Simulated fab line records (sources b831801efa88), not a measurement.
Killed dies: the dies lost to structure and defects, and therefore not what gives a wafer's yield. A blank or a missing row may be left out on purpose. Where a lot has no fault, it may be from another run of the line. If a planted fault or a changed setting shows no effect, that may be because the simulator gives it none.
fab line records	flow sky130
[record] lots = 6	wafers = 15	lastDay = 50
route steps=708 shown SD_N@344 SD_P@359 RES_XHIGH@360 PAD_OPEN@708
lots with no fault: from the same line, run without faults
startH: hours from the record's first day to the start of the lot's first wafer shown	waitH: hours from the lot's prior step to this one	" same as the row above	L1.1+2: a single row standing in for several wafers	- no value, or no start was given	* or withheld: withheld	< > ~ a bound
route shown NAME@n: NAME is a module with steps in the file, n the number in the route of the first one	usual: average and standard deviation across the fault-free wafers	same: alike in all rows	chamber/n: place in a boat	sites: each site's reading	_std_site: the standard deviation of these	_edge_site: inner sites' mean taken away from outer sites' mean	radiusMm: how far each site lies from the wafer's centre	mask NAME#n: copy n	behind: the last tool/chamber to shape the wafer	hold: what put the lot on hold/how long, in hours/how the hold closed	device: the transistor (n, p or np) that didn't switch	end of line: the tests these same wafers got at the end of their route	for a step that has no rows: nothing shown but its recipe	killed: count of dies lost to structure and defects at first sort (not the wafer's yield)	map: a wafer's dies, x killed, . not, _ none there
set.NAME: the run value of the setting; set.NAME@STEP: its run value at that earlier step	model.NAME: the simulator's own value behind a step, which no gauge read
lots at some steps of the route; a table a step, a row a wafer
services: the hour from which a tool's chamber was out of use, counted from the record's first day as startH (under 0 if before that day), plus the number of hours and why
[[steps]]
[step SKY_SD_N_COAT_02]
[recipe] resist = NOVOLAK	spinRpm = 3000	resistThkNm = 1140
[step SKY_SD_N_SOFTBAKE_03]
[recipe] tempC = 90	timeS = 60	resist = NOVOLAK
[step SKY_SD_N_EXPOSE_04]
[recipe] maskId = NSDM	na = 0.6	sourceShape = conventional	sigmaOuter = 0.6	polarization = unpolarized	targetCdNm = 380	doseMj = 141
[step SKY_SD_N_PEB_05]
[recipe] tempC = withheld	timeS = *	resist = NOVOLAK
[step SKY_SD_N_DEVELOP_06]
[recipe] resist = NOVOLAK	developer = TMAH	developTimeS = 60	devTempC = 23
[step SKY_SD_N_CD_MEAS_07]
[recipe] targetCdNm = 380
[usual] cdNm = 379.7/2.7
lot.wafer	tool	chamber	startH	waitH	cdNm
L214.2	cdSem-01	-	643.90	0.1	377.1
L214.3	"	-	"	"	378.2
L214.4	"	-	"	"	376.4
L221.3	cdSem-01	-	709.12	0.1	376.4
L221.5	"	-	"	"	379.7
L221.6	"	-	"	"	376.6
L230.2	cdSem-02	-	775.55	0.1	375.3
L230.6	"	-	"	"	377.5
L232.6	cdSem-01	-	789.32	1.7	380.8
L235.2	cdSem-02	-	800.86	0.1	380.5
L235.5	"	-	"	"	381.5
L235.6	"	-	"	"	380.0
L237.3	cdSem-01	-	817.02	0.1	383.6
L237.4	"	-	"	"	383.7
L237.5	"	-	"	"	381.9
[step SKY_SD_N_OVL_MEAS_08]
[usual] SD_N_OVL = 0.4/1.5
lot.wafer	tool	chamber	startH	waitH	SD_N_OVL[nm]
L214.2	overlay-01	-	644.00	0.1	-1.6
L214.3	"	-	"	"	-1.0
L214.4	"	-	"	"	0.6
L221.3	overlay-02	-	709.21	0.1	1.7
L221.5	"	-	"	"	-0.6
L221.6	"	-	"	"	1.6
L230.2	overlay-01	-	775.65	0.1	0.8
L230.6	"	-	"	"	-0.2
L232.6	overlay-01	-	789.37	0.0	1.3
L235.2	overlay-01	-	800.96	0.1	-1.5
L235.5	"	-	"	"	0.2
L235.6	"	-	"	"	-2.6
L237.3	overlay-02	-	817.11	0.1	1.2
L237.4	"	-	"	"	0.1
L237.5	"	-	"	"	-0.2
[step SKY_SD_N_IMPLANT_09]
[recipe] species = As	energyKev = 50	doseCm2 = 4e+15	tiltDeg = 0
[step SKY_SD_N_IMPLANT_10]
[recipe] species = P	energyKev = 20	doseCm2 = 1e+14	tiltDeg = 0
[step SKY_SD_N_STRIP_11]
[recipe] chemistry = O2/N2	powerW = 1400	pressureMtorr = 1500	platenTempC = withheld	o2FlowSccm = 3000	n2FlowSccm = 300	overashFraction = 0.5
[usual] drypumpMotorCurrentA = 5.2/0.37	oesProductAu = 0.527/0.005	stripTimeToEndpointS = 22.55/0.042
lot.wafer	tool	chamber	startH	waitH	drypumpMotorCurrentA	oesProductAu	rfHoursCounterH	stripTimeToEndpointS
L214.2	plasmaAsher-01	1	644.33	0.1	5.7	0.522	95	22.53
L214.3	"	0	"	"	5.8	0.538	-	22.50
L214.4	"	1	"	"	5.6	0.533	-	22.54
L221.3	plasmaAsher-02	0	709.57	0.1	4.8	0.537	-	22.51
L221.5	"	0	"	"	4.8	0.523	-	22.49
L221.6	"	1	"	"	4.8	0.525	-	22.52
L230.2	plasmaAsher-02	1	775.98	0.1	4.8	0.515	91	22.53
L230.6	"	1	"	"	4.8	0.524	-	22.56
L232.6	plasmaAsher-04	1	789.75	0.1	5.3	0.527	-	22.55
L235.2	plasmaAsher-04	1	801.29	0.1	5.3	0.534	37	22.52
L235.5	"	0	"	"	5.4	0.522	-	22.50
L235.6	"	1	"	"	5.3	0.528	-	22.46
L237.3	plasmaAsher-01	0	817.47	0.1	5.9	0.531	-	22.55
L237.4	"	1	"	"	5.7	0.528	-	22.54
L237.5	"	1	"	"	5.7	0.525	-	22.53
[step SKY_SD_N_TW_MEAS_12]
[usual] SD_N_TW = 3994/30
lot.wafer	tool	chamber	startH	waitH	SD_N_TW
L214.2	filmMetro-04	-	644.44	0.1	3970
L214.3	"	-	"	"	3971
L214.4	"	-	"	"	3975
L221.3	filmMetro-03	-	709.65	0.1	4012
L221.5	"	-	"	"	4002
L221.6	"	-	"	"	4022
L230.2	filmMetro-04	-	776.09	0.1	3969
L230.6	"	-	"	"	4000
L232.6	filmMetro-02	-	789.83	0.1	3992
L235.2	filmMetro-02	-	801.40	0.1	3983
L235.5	"	-	"	"	4005
L235.6	"	-	"	"	3988
L237.3	filmMetro-04	-	817.55	0.1	3955
L237.4	"	-	"	"	3959
L237.5	"	-	"	"	3973
[step SKY_SD_N_CLEAN_13]
[recipe] chemistry = SC1/SC2	mix = 1:4:20	tempC = 70	timeS = 150	dry = n2Spin
[step SKY_SD_N_RTA_14]
[recipe] tempC = 1075	timeS = 2	idleTempC = 650	rampUpCPerS = 150	rampDownCPerS = 90	ambient = N2
[usual] lampPowerPct = 15.73/0.052	rampDownCPerS = 90.001/0.017	wafer_temp_C_max = 1078.1/1.3
lot.wafer	tool	chamber	startH	waitH	lampPowerPct	rampDownCPerS	wafer_temp_C_max
L214.2	rtpAnneal-02	0	644.55	0.0	15.66	90.017	1078.6
L214.3	"	0	"	"	15.76	89.998	1078.2
L214.4	"	0	"	"	15.73	89.991	1080.4
L221.3	rtpAnneal-01	0	709.76	0.0	15.84	90.009	1078.4
L221.5	"	0	"	"	15.80	89.984	1078.1
L221.6	"	0	"	"	15.67	90.024	1077.7
L230.2	rtpAnneal-02	0	776.21	0.0	15.79	90.002	1083.5
L230.6	"	0	"	"	15.82	89.994	1085.4
L232.6	rtpAnneal-02	0	789.93	0.0	15.71	89.996	1083.7
L235.2	rtpAnneal-01	0	801.51	0.0	15.71	89.972	1077.4
L235.5	"	0	"	"	15.68	90.031	1076.9
L235.6	"	0	"	"	15.71	90.015	1078.3
L237.3	rtpAnneal-01	0	817.66	0.0	15.72	89.991	1079.5
L237.4	"	0	"	"	15.77	90.016	1079.5
L237.5	"	0	"	"	15.74	89.999	1078.4
[step SKY_SD_N_RS_MEAS_16]
[recipe] thkMeasGauge = four-point-probe
[usual] SD_N_RS = 68.51/0.16
lot.wafer	tool	chamber	startH	waitH	SD_N_RS[ohm/sq]
L214.2	filmMetro-04	-	644.74	0.1	68.48
L214.3	"	-	"	"	68.64
L214.4	"	-	"	"	68.73
L221.3	filmMetro-02	-	709.96	0.1	68.31
L221.5	"	-	"	"	68.32
L221.6	"	-	"	"	68.36
L230.2	filmMetro-02	-	776.39	0.1	67.52
L230.6	"	-	"	"	67.56
L232.6	filmMetro-03	-	790.16	0.1	67.71
L235.2	filmMetro-02	-	801.70	0.1	68.42
L235.5	"	-	"	"	68.53
L235.6	"	-	"	"	68.42
L237.3	filmMetro-02	-	817.86	0.1	68.45
L237.4	"	-	"	"	68.41
L237.5	"	-	"	"	68.66
[step SKY_SD_N_RS_MEAS_17]
[recipe] thkMeasGauge = four-point-probe
[usual] SD_P_RS = 146.9/0.42
lot.wafer	tool	chamber	startH	waitH	SD_P_RS[ohm/sq]
L214.2	filmMetro-04	-	644.86	0.1	147.1
L214.3	"	-	"	"	146.8
L214.4	"	-	"	"	147.2
L221.3	filmMetro-02	-	710.08	0.1	146.5
L221.5	"	-	"	"	146.5
L221.6	"	-	"	"	146.8
L230.2	filmMetro-02	-	776.51	0.1	142.2
L230.6	"	-	"	"	142.2
L232.6	filmMetro-03	-	790.28	0.1	143.2
L235.2	filmMetro-02	-	801.82	0.1	146.6
L235.5	"	-	"	"	147.0
L235.6	"	-	"	"	147.1
L237.3	filmMetro-02	-	817.98	0.1	147.3
L237.4	"	-	"	"	146.9
L237.5	"	-	"	"	147.1
[step SKY_SD_N_RS_MEAS_18]
[recipe] thkMeasGauge = four-point-probe
[usual] RES_XHIGH_RS = 333.0/1.4
lot.wafer	tool	chamber	startH	waitH	RES_XHIGH_RS[ohm/sq]
L214.2	filmMetro-04	-	644.98	0.1	335.4
L214.3	"	-	"	"	334.1
L214.4	"	-	"	"	333.8
L221.3	filmMetro-02	-	710.20	0.1	333.4
L221.5	"	-	"	"	332.4
L221.6	"	-	"	"	331.9
L230.2	filmMetro-02	-	776.63	0.1	332.6
L230.6	"	-	"	"	334.0
L232.6	filmMetro-03	-	790.40	0.1	330.1
L235.2	filmMetro-02	-	801.94	0.1	330.1
L235.5	"	-	"	"	332.6
L235.6	"	-	"	"	332.2
L237.3	filmMetro-02	-	818.10	0.1	331.9
L237.4	"	-	"	"	333.4
L237.5	"	-	"	"	333.0
[step SKY_PAD_OPEN_PROBE_99]
[usual] killed_at_M0_to_M3 = 43/7.5	killed_at_M4_up = 3.3/1.9	killedAtContacts = 24/4.6	killedAtFrontEnd = 16/4.9	killedAtOther = 0.2/0.46	killedDies = 87/9.1	killedOpen = 47/7.4	killedShort = 39/6.6
[same] grossDies = 492	killedAtBackSide = 0
lot.wafer	tool	chamber	startH	waitH	killed_at_M0_to_M3	killed_at_M4_up	killedAtContacts	killedAtFrontEnd	killedAtOther	killedDies	killedOpen	killedShort	model.etest.resPdiff.lineOhmUm	model.etest.resHighPo.lineOhmUm	model.etest.liconHighPo.rcOhm	model.etest.resHighPo.rsOhmSq	model.etest.resPdiffHv.rsOhmSq	model.etest.resPdiff.rsOhmSq
L214.2	prober-01	-	1074.15	0.1	47	3	23	15	0	88	43	45	1362	764.8	336.8	268	187.9	193.6
L214.3	prober-01	-	1074.20	0.2	42	4	35	13	0	94	56	38	1361	753.1	343	263.2	186.3	193.2
L214.4	prober-01	-	1074.25	0.2	51	4	24	17	0	96	51	45	1361	772.1	336.9	267.6	187	194.2
L221.3	prober-01	-	1121.15	0.2	43	4	27	27	0	101	34	65	1381	736.1	340.6	261.7	189.6	194.7
L221.5	prober-01	-	1121.25	0.2	45	4	26	18	1	94	40	53	1387	718.6	342.6	254.3	189.2	195.2
L221.6	prober-01	-	1121.30	0.2	58	0	17	17	1	93	58	35	1372	758.3	337.7	262.9	189.9	195.7
L230.2	prober-02	-	1164.71	0.1	41	5	25	13	0	84	41	42	1365	757.1	330.4	261.6	186.8	195.5
L230.6	prober-02	-	1164.91	0.2	58	3	27	15	0	103	60	43	1391	746.9	334.7	258	187.2	195.2
L232.6	prober-02	-	1174.21	0.2	40	6	17	13	0	76	42	33	1346	722.2	343.6	253.9	186.8	194.4
L235.2	prober-02	-	1182.28	0.1	48	6	24	5	0	83	46	37	1358	760.2	355.7	266.6	187.9	196.1
L235.5	prober-02	-	1182.43	0.2	30	4	24	20	0	78	47	31	1361	729.2	343.3	261.7	190.2	197.2
L235.6	prober-02	-	1182.48	0.2	34	2	25	13	0	74	46	28	1336	748.5	358.2	266.5	190.2	197
L237.3	prober-01	-	1190.40	0.2	29	2	25	15	0	71	32	39	1393	748.5	352.1	260.6	191.9	196.7
L237.4	prober-01	-	1190.45	0.2	36	1	33	15	0	85	47	38	1384	735.8	360.1	260.4	190.9	197.5
L237.5	prober-01	-	1190.50	0.2	37	7	28	13	0	85	40	44	1412	720.4	342.9	257.4	190.9	197.2
// killed by level:class
L214.2 VIA1:geometricParticle:open=12 METAL1:geometricParticle:short=9 VIA1:geometricParticle:short=7 LI_CONTACT:geometricParticle:open=6 POLY_GATE:geometricParticle:open=5 LOCAL_INTERCONNECT:geometricParticle:short=5 CONTACT:geometricParticle:short=5 FIELD_ISO:geometricParticle:short=4
L214.3 CONTACT:geometricParticle:open=11 VIA1:geometricParticle:open=10 LI_CONTACT:geometricParticle:open=8 VIA2:geometricParticle:open=8 LI_CONTACT:geometricParticle:short=5 CONTACT:geometricParticle:short=5 VIA1:geometricParticle:short=5 VIA3:geometricParticle:open=5
L214.4 LI_CONTACT:geometricParticle:open=10 VIA2:geometricParticle:open=8 VIA1:geometricParticle:short=8 VIA1:geometricParticle:open=8 CONTACT:geometricParticle:open=7 VIA3:geometricParticle:short=6 VIA3:geometricParticle:open=5 FIELD_ISO:geometricParticle:short=4
L221.3 METAL1:geometricParticle:short=12 FIELD_ISO:geometricParticle:open=10 METAL2:geometricParticle:short=10 FIELD_ISO:geometricParticle:short=8 CONTACT:geometricParticle:short=8 LI_CONTACT:geometricParticle:short=7 CONTACT:geometricParticle:open=7 LOCAL_INTERCONNECT:geometricParticle:short=5
L221.5 METAL2:geometricParticle:short=10 VIA1:geometricParticle:short=8 METAL1:geometricParticle:short=8 LI_CONTACT:geometricParticle:open=7 CONTACT:geometricParticle:open=7 VIA1:geometricParticle:open=6 FIELD_ISO:geometricParticle:open=5 LOCAL_INTERCONNECT:geometricParticle:short=4
L221.6 VIA1:geometricParticle:open=17 VIA3:geometricParticle:open=11 LI_CONTACT:geometricParticle:open=5 CONTACT:geometricParticle:open=5 VIA1:geometricParticle:short=5 FIELD_ISO:geometricParticle:open=4 POLY_GATE:geometricParticle:short=4 METAL1:geometricParticle:open=4
L230.2 LI_CONTACT:geometricParticle:open=9 CONTACT:geometricParticle:open=8 METAL1:geometricParticle:short=7 CONTACT:geometricParticle:short=6 VIA1:geometricParticle:open=6 VIA2:geometricParticle:open=6 METAL2:geometricParticle:short=5 METAL3:geometricParticle:short=5
L230.6 CONTACT:geometricParticle:open=11 VIA1:geometricParticle:open=10 VIA3:geometricParticle:open=9 LI_CONTACT:geometricParticle:open=8 VIA1:geometricParticle:short=8 CONTACT:geometricParticle:short=6 POLY_GATE:geometricParticle:short=6 VIA2:geometricParticle:open=6
L232.6 CONTACT:geometricParticle:open=8 VIA3:geometricParticle:open=8 VIA1:geometricParticle:open=7 VIA2:geometricParticle:open=7 VIA1:geometricParticle:short=6 LI_CONTACT:geometricParticle:open=4 METAL1:geometricParticle:short=4 FIELD_ISO:geometricParticle:open=3
L235.2 VIA1:geometricParticle:open=11 VIA2:geometricParticle:open=9 CONTACT:geometricParticle:open=8 VIA3:geometricParticle:open=8 LI_CONTACT:geometricParticle:open=7 METAL1:geometricParticle:short=6 VIA2:geometricParticle:short=5 METAL2:geometricParticle:short=4
L235.5 VIA1:geometricParticle:open=8 CONTACT:geometricParticle:short=6 CONTACT:geometricParticle:open=6 POLY_GATE:geometricParticle:open=5 LI_CONTACT:geometricParticle:open=5 LOCAL_INTERCONNECT:geometricParticle:short=5 VIA3:geometricParticle:open=5 FIELD_ISO:geometricParticle:short=4
L235.6 VIA1:geometricParticle:open=10 LI_CONTACT:geometricParticle:open=9 VIA3:geometricParticle:open=8 CONTACT:geometricParticle:open=7 FIELD_ISO:geometricParticle:short=4 VIA1:geometricParticle:short=4 FIELD_ISO:geometricParticle:open=3 LOCAL_INTERCONNECT:geometricParticle:short=3
L237.3 CONTACT:geometricParticle:open=11 FIELD_ISO:geometricParticle:short=7 VIA1:geometricParticle:open=6 LI_CONTACT:geometricParticle:open=5 CONTACT:geometricParticle:short=5 VIA1:geometricParticle:short=4 LOCAL_INTERCONNECT:geometricParticle:short=4 METAL1:geometricParticle:short=4
L237.4 CONTACT:geometricParticle:open=11 VIA1:geometricParticle:open=11 FIELD_ISO:geometricParticle:open=7 LI_CONTACT:geometricParticle:open=7 LOCAL_INTERCONNECT:geometricParticle:short=5 CONTACT:geometricParticle:short=5 VIA2:geometricParticle:short=5 VIA1:geometricParticle:short=4
L237.5 CONTACT:geometricParticle:open=9 METAL1:geometricParticle:short=7 VIA1:geometricParticle:open=6 METAL4:geometricParticle:short=6 LI_CONTACT:geometricParticle:open=5 LOCAL_INTERCONNECT:geometricParticle:short=5 CONTACT:geometricParticle:short=5 VIA3:geometricParticle:open=5
[[services]]
tool	chamber	startH	hours	kind
plasmaAsher-02	-	679.76	4.4	repair
plasmaAsher-02	-	698.93	2.8	pm
plasmaAsher-01	-	733.79	9.0	pm
plasmaAsher-01	0	733.79	9.0	ventCycle
plasmaAsher-01	1	733.79	9.0	ventCycle
plasmaAsher-01	0	742.79	-	clean
plasmaAsher-01	1	742.79	-	clean
plasmaAsher-04	-	791.74	1.2	repair
plasmaAsher-02	-	809.08	1.4	repair
[[key]]
[firstSign] step = SKY_SD_N_RTA_14	reading = wafer_temp_C_max	direction = up	sigmas = 4.8	usual = *	struck = *
[effect] step = SKY_SD_N_RS_MEAS_16	reading = SD_N_RS	direction = down	sigmas = 5.7	usual = 68.51	struck = 67.60
[effect] step = SKY_SD_N_RS_MEAS_17	reading = SD_P_RS	direction = down	sigmas = 11	usual = 146.9	struck = 142.5
[modelEffect] step = SKY_PAD_OPEN_PROBE_99	value = etest.resPdiff.lineOhmUm	without = 1408	struck = 1367
metAt SKY_SD_N_RTA_14
struckWafers L230.2,L230.6,L232.6
testerLeftOut L230,L232
onsetBetween 644.55 776.21
[fault] kind = processParameterDrift	tool = rtpAnneal-02	chamber = -	onsetH = 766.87	steps = SKY_SD_N_RTA_14	channel = tempC	offset = *	shape = step	endH = 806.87	actsIn = *	stated = *
// testerLeftOut: of these lots the tester's yield and bins aren't shown, on N5 and GAA mostly nor the transistor test; their killed dies are dies lost to structure and defects alone, not to doping, threshold or leakage, so they don't give the yield
